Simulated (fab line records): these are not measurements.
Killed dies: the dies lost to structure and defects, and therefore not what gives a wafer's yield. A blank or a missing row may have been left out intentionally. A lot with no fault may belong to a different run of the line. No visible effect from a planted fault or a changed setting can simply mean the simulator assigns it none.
Problem report in the 8D (eight disciplines) form, filled by code	flow sky130	the parts of the form that need people (team, actions taken, sign-off) are left out

== 1. THE ISSUE ==
At SKY_POLY_CUT_ETCH_11, oesProductAu averages 0.780 a.u. over 2 wafers from 2 lots, while fault-free wafers read 0.831 a.u., standard deviation 0.0062. That puts it -8.3 standard deviations away from the usual mean.
The step: etches Si3N4 in CF4/CH2F2/Ar, stops on poly-Si, time 42.5 s, target depth 60 nm.
First seen on wafer L478.4, day 30 17:31, on rieDiel-01. Wafers with a number at this step in the record: 42, from 14 lots. The rule behind "out" and "out of limits": a value lying over 4 standard deviations away from the usual mean. Any other wafer with a number is counted as sound.

== 2. WHAT IT IS, AND WHAT IT ISN'T ==
question	is	is not
which readings at this step	oesProductAu	drypumpMotorCurrentA, throttleValvePct
which lots	L478, L480	L460, L461, L462, L463, L465, L466, L467, L469, L472, L473, L477, L483
which wafers of those lots	L478.4, L480.6	L478.2, L478.3, L480.4, L480.5
read on which tools	rieDiel-01, rieDiel-04	rieDiel-03
when	from day 30 17:31	up to then (35 sound wafers); but 5 sound wafers of L480, L483 came after

== 3. WHAT RULES OUT EACH SUSPECT ==
Counting: any tool at a process step up to the reading remains a suspect provided it ran every lot that is out. Sound lots after the first of them don't rule it out here, since some wafers of a struck lot are sound.
- rieDiel-04 at SKY_SPACER_ETCHBACK_02 (etches Si3N4 in CH3F/O2, stops on SiO2, time 46.7 s, target depth 45 nm): kept. Every lot that is out went through it, the first being L478 (day 29 13:40); the last sound lot it ran before that was L477 (day 29 12:28).
- At SKY_SPACER_ETCHBACK_02, inside rieDiel-04: chamber 1 took the wafers that are out, while their sound lot-mates went through chambers 0, 2, 3.
Remaining after the count: rieDiel-04 at SKY_SPACER_ETCHBACK_02.

== 4. THE CAUSE (what the simulator had put in) ==
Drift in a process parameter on rieDiel-04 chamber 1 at SKY_SPACER_ETCHBACK_02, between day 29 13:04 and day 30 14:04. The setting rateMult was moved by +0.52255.
This tool alone remained once counting was done.

== 5. SEQUENCE OF EFFECTS, ordered by route ==
Rows list readings where the struck wafers' mean (over those with a number) sits beyond 3 standard deviations from the usual. Only readings for which the record gives a usual standard deviation are gone through. hours: the time from each lot's start at the first step in this table that gives one to its start at this step, as a median over the lots. sigmas: the change in usual standard deviations.
hours	step	reading	usual	on struck wafers	change	sigmas
0	SKY_POLY_CUT_ETCH_11	oesProductAu	0.831 a.u.	0.780	-0.051	-8.3
Process steps it contains:
- SKY_POLY_CUT_ETCH_11: etches Si3N4 in CF4/CH2F2/Ar, stops on poly-Si, time 42.5 s, target depth 60 nm.

== 6. HOW IT WOULD HAVE BEEN CAUGHT EARLIER ==
28 hours passed between the start of the fault at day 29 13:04 and the first reading out of limits in this record, taken at day 30 17:31.
Of the tool readings at SKY_SPACER_ETCHBACK_02 for which the record gives a usual standard deviation, none was out on any struck wafer, so an alarm limit of 4 standard deviations on them would not have fired.
By day 30 17:31 the whole set of lots that are out, 2 in number, had already begun SKY_SPACER_ETCHBACK_02 on rieDiel-04. A hold on the tool at that time would have spared none of them.
